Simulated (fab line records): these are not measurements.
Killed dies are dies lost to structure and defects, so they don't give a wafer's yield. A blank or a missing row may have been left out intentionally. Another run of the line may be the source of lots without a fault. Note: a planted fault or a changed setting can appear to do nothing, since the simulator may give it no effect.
A struck lot beside a sound one ; flow sky130 ; 15 out of 708 route steps
Sound: these wafers, L435.1, L435.2, L435.5. Wafers L433.4, L433.5, L433.6 were the ones struck. The cause comes at the end.
Per side, at each step with rows, come the tool, then ch with its chambers, and then its first start. Under that, the readings that differ: sound wafers ; struck wafers ; difference of the means ; sigmas: that difference in standard deviations of wafers without a fault.
alike: same words and numbers on both sides, and readings whose means sit less than 2 such deviations apart. not compared: any withheld reading, any reading some wafer has no value for, any bound like >300 that may hide the same value, and any number with overlapping values for which the record gives no deviation.
Wherever a step has rows on one side only, a row that says differs or no value, or a row with sigmas, the two part there. Non-overlapping numbers with no deviation appear without sigmas and do not part them. Lack of a reading on every wafer of one side parts them only where that side has two or more wafers.

SKY_LDD_HVN_OVL_MEAS_07:
  struck on overlay-02, day 24 10:12; sound on overlay-01, day 26 19:13
  alike: LDD_HVN_OVL
then, 1 step without rows for these wafers: SKY_LDD_HVN_IMPLANT_08.
SKY_LDD_HVN_STRIP_09: strips in O2/N2.
  sound on plasmaAsher-01 ch 0,1, day 26 19:25; struck on plasmaAsher-01 ch 0,1, day 24 10:24
  alike: drypumpMotorCurrentA, oesProductAu, stripTimeToEndpointS
  not compared: rfHoursCounterH
SKY_LDD_HVN_TW_MEAS_10:
  struck on filmMetro-02, day 24 10:30; sound on filmMetro-03, day 26 19:31
  alike: LDD_HVN_TW
then, 7 steps without rows for these wafers: SKY_LDD_HVP_DEHYDRATE_00 (time 60 s); SKY_LDD_HVP_HMDS_01 (prime time 60 s); SKY_LDD_HVP_COAT_02 (resist thk 300 nm); SKY_LDD_HVP_SOFTBAKE_03 (time 60 s); SKY_LDD_HVP_EXPOSE_04 (exposes mask HVPTM, target cd 700 nm); SKY_LDD_HVP_PEB_05; SKY_LDD_HVP_DEVELOP_06 (develop time 60 s).
SKY_LDD_HVP_OVL_MEAS_07:
  struck on overlay-02, day 25 15:45; sound on overlay-01, day 28 00:08
  alike: LDD_HVP_OVL
SKY_LDD_HVP_IMPLANT_08:
  struck on implanter-01, day 25 15:50; sound on implanter-02 ch 0, day 28 00:10
  no value came back on the struck wafers for beamEnergyKeV, beamOnS (s), implantIonAmu; on the sound wafers beamEnergyKeV reads 19.995 19.996 19.992
SKY_LDD_HVP_STRIP_09: strips in O2/N2.
  sound on plasmaAsher-04 ch 0,1, day 28 00:19; struck on plasmaAsher-02 ch 0,1, day 25 15:57
  alike: drypumpMotorCurrentA, oesProductAu, stripTimeToEndpointS
  not compared: rfHoursCounterH
SKY_LDD_HVP_TW_MEAS_10:
  struck on filmMetro-04, day 25 16:03; sound on filmMetro-01, day 28 00:25
reading;sound;struck;difference;sigmas
LDD_HVP_TW;452.7 454.3 452.8;30.0 30.0 30.0;-423.3;-99 or more

== WHERE THEY PART ==
Earliest at SKY_LDD_HVP_IMPLANT_08; latest, in this record, at SKY_LDD_HVP_TW_MEAS_10.

WHY: whatever the simulator had introduced
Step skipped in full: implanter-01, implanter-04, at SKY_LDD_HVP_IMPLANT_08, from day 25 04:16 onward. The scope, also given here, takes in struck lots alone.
